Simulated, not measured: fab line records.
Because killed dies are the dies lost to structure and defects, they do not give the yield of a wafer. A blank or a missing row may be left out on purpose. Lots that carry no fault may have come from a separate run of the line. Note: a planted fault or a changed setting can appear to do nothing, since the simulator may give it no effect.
A lot that was struck, set against a sound lot :: flow sky130 :: 23 steps out of a route of 708
Sound: these wafers, L364.3, L364.4, L364.6. Wafers struck: L374.1, L374.4, L374.5. The cause is named last.
Per side, at each step with rows, come the tool, then ch with its chambers, and then its first start. Under that, the readings that differ: sound wafers :: struck wafers :: difference of the means :: sigmas: that difference in standard deviations of wafers without a fault.
alike: readings with means less than 2 such deviations apart, plus words and numbers identical on both sides. not compared: withheld readings, readings lacking a value on some wafer, bounds such as >300 that could conceal the same value, and numbers that have no deviation in the record and whose values overlap.
Wherever a step has rows on one side only, a row that says differs or no value, or a row with sigmas, the two part there. Numbers that don't overlap but have no deviation are shown without sigmas and don't part them. A reading missing from all wafers of one side parts the sides only when that side holds two or more wafers.

first, 8 steps without rows for these wafers: SKY_LDD_N_IMPLANT_08; SKY_LDD_N_IMPLANT_09; SKY_LDD_N_IMPLANT_10; SKY_LDD_N_IMPLANT_11; SKY_LDD_N_IMPLANT_12; SKY_LDD_N_IMPLANT_13; SKY_LDD_N_IMPLANT_14; SKY_LDD_N_IMPLANT_15.
SKY_LDD_N_STRIP_16: strips in O2/N2.
  sound on plasmaAsher-04 ch 0,1, day 18 21:35; struck on plasmaAsher-02 ch 1, day 22 21:50
reading: drypumpMotorCurrentA (A)
sound: 4.7 5.2 4.7
struck: 5.7 5.7 5.7
difference: +0.8
sigmas: +2
  alike: oesProductAu, stripTimeToEndpointS
  not compared: rfHoursCounterH
SKY_LDD_N_TW_MEAS_17:
  sound on filmMetro-04, day 18 21:40; struck on filmMetro-03, day 22 21:56
  alike: LDD_N_TW
then, 2 steps without rows for these wafers: SKY_LDD_P_DEHYDRATE_00 (time 60 s); SKY_LDD_P_HMDS_01 (prime time 60 s).
SKY_LDD_P_COAT_02: resist thk 1140 nm.
  sound on lithoTrack-03 ch 0, day 19 12:04; struck on lithoTrack-03 ch 0, day 23 12:43
reading: model.NOVOLAK_of_LDD_P_COAT_02.thkNm (nm)
sound: 1141 1135 1139
struck: 1277 1271 1269
difference: +134
sigmas: 
then, 3 steps without rows for these wafers: SKY_LDD_P_SOFTBAKE_03 (time 60 s); SKY_LDD_P_EXPOSE_04 (exposes mask PSDM, target cd 380 nm); SKY_LDD_P_PEB_05.
SKY_LDD_P_DEVELOP_06: develop time 60 s.
  sound on lithoTrack-02 ch 0, day 20 04:15; struck on lithoTrack-02 ch 0, day 24 04:09
reading: model.NOVOLAK_of_LDD_P_COAT_02.thkNm (nm)
sound: 1141 1135 1138
struck: 1277 1271 1269
difference: +134
sigmas: 
SKY_LDD_P_CD_MEAS_07: the cd target is 380 nm.
  sound on cdSem-02, day 20 04:23; struck on cdSem-02, day 24 04:18
reading: cdNm (nm)
sound: 378.9 380.4 379.7
struck: 369.4 368.8 368.7
difference: -10.7
sigmas: -4
SKY_LDD_P_OVL_MEAS_08:
  sound on overlay-01, day 20 04:29; struck on overlay-02, day 24 04:25
  alike: LDD_P_OVL
then, 1 step without rows for these wafers: SKY_LDD_P_IMPLANT_09.
SKY_LDD_P_STRIP_10: strips in O2/N2.
  sound on plasmaAsher-02 ch 0,1, day 20 04:41; struck on plasmaAsher-01 ch 0, day 24 04:37
reading: stripTimeToEndpointS (s)
sound: 14.18 14.12 14.16
struck: 15.71 15.66 15.63
difference: +1.51
sigmas: +45
  alike: drypumpMotorCurrentA, oesProductAu
  not compared: rfHoursCounterH
SKY_LDD_P_TW_MEAS_11:
  sound on filmMetro-04, day 20 04:47; struck on filmMetro-02, day 24 04:43
  alike: LDD_P_TW
-- the record jumps here: 25 days lie between the struck wafers' starts before and after (it left off in module LDD_P and takes up again in module PAD_OPEN, whose first step shown is number 708 of the route) --
SKY_PAD_OPEN_PROBE_99:
  rows exist in the record for the struck wafers here (prober-01, day 49 02:05), but not for the sound ones

WHERE THEY PART
Last at SKY_PAD_OPEN_PROBE_99 as far as this record goes, first at SKY_LDD_N_STRIP_16.

WHY: whatever the simulator had introduced
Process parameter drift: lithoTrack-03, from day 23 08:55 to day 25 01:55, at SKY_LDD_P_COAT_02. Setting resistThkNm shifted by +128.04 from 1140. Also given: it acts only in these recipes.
